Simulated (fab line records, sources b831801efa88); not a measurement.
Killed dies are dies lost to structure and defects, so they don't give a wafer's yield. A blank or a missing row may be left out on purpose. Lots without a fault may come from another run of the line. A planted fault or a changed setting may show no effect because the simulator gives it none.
One fault seen from 2 desks | flow sky130 | each desk has only its own numbers; what lay behind them comes last

THE METROLOGY DESK
What the gauges read, lot by lot, whatever tool the lot ran on: means of the sampled wafers that have a number. A lot is out of limits, marked OUT, if its mean lies more than 4 standard deviations from the usual mean; the brackets give that distance.
Columns: A = VIA2_BOW at SKY_VIA2_BOW_MEAS_03, usual 89 um
lot  | first seen here | A
L615 | day 36 08:31    | 93
L616 | day 36 11:14    | 93
L619 | day 37 00:58    | 86
L620 | day 37 19:23    | 87
L621 | day 37 22:20    | 102
L623 | day 38 10:11    | 90
L624 | day 38 14:33    | 89
L630 | day 40 18:55    | 92
L633 | day 42 06:28    | 82
L636 | day 42 10:37    | 90
L635 | day 42 11:55    | 84
L634 | day 42 12:51    | 89
L637 | day 42 17:07    | 88
L638 | day 42 23:25    | 92
This desk's finding: nothing out of limits on any of the 14 lots.

THE TOOL OWNER'S DESK: litho_track-01
The tool's own readings at SKY_SD_P_DEVELOP_06 (develop time 60 s): means of the sampled wafers that have a number, for each lot that ran on this tool. A lot is out of limits, marked OUT, if its mean lies more than 4 standard deviations from the usual mean; the brackets give that distance.
Columns: A = developer_temp_C at SKY_SD_P_DEVELOP_06, usual 22.99 C
lot  | first seen here | A
L616 | day 26 18:11    | 23.16
L619 | day 27 08:11    | 22.85
L620 | day 28 05:02    | 22.96
L623 | day 28 21:44    | 20.73 (-23) OUT
L624 | day 29 02:52    | 20.72 (-23) OUT
L637 | day 33 14:13    | 23.07
This desk's finding: out of limits on L623, L624; first on L623, day 28 21:44 (developer_temp_C at SKY_SD_P_DEVELOP_06). In limits: L616, L619, L620, L637.

PUT TOGETHER
The tool owner's desk could have raised an alarm at day 28 21:44, on L623, L624.
The metrology desk saw nothing out of limits.
The metrology desk has L623, L624 on record, within its limits.
Of the lots named, all ran SKY_SD_P_DEVELOP_06 on litho_track-01.

WHAT THE SIMULATOR HAD PUT IN
Process parameter drift: litho_track-01, from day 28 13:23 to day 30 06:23, at SKY_SD_P_DEVELOP_06. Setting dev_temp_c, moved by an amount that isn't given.
Lots struck among those shown: L623, L624.
Hours from the fault's start to each desk's first reading out of limits: the tool owner's desk, 8.
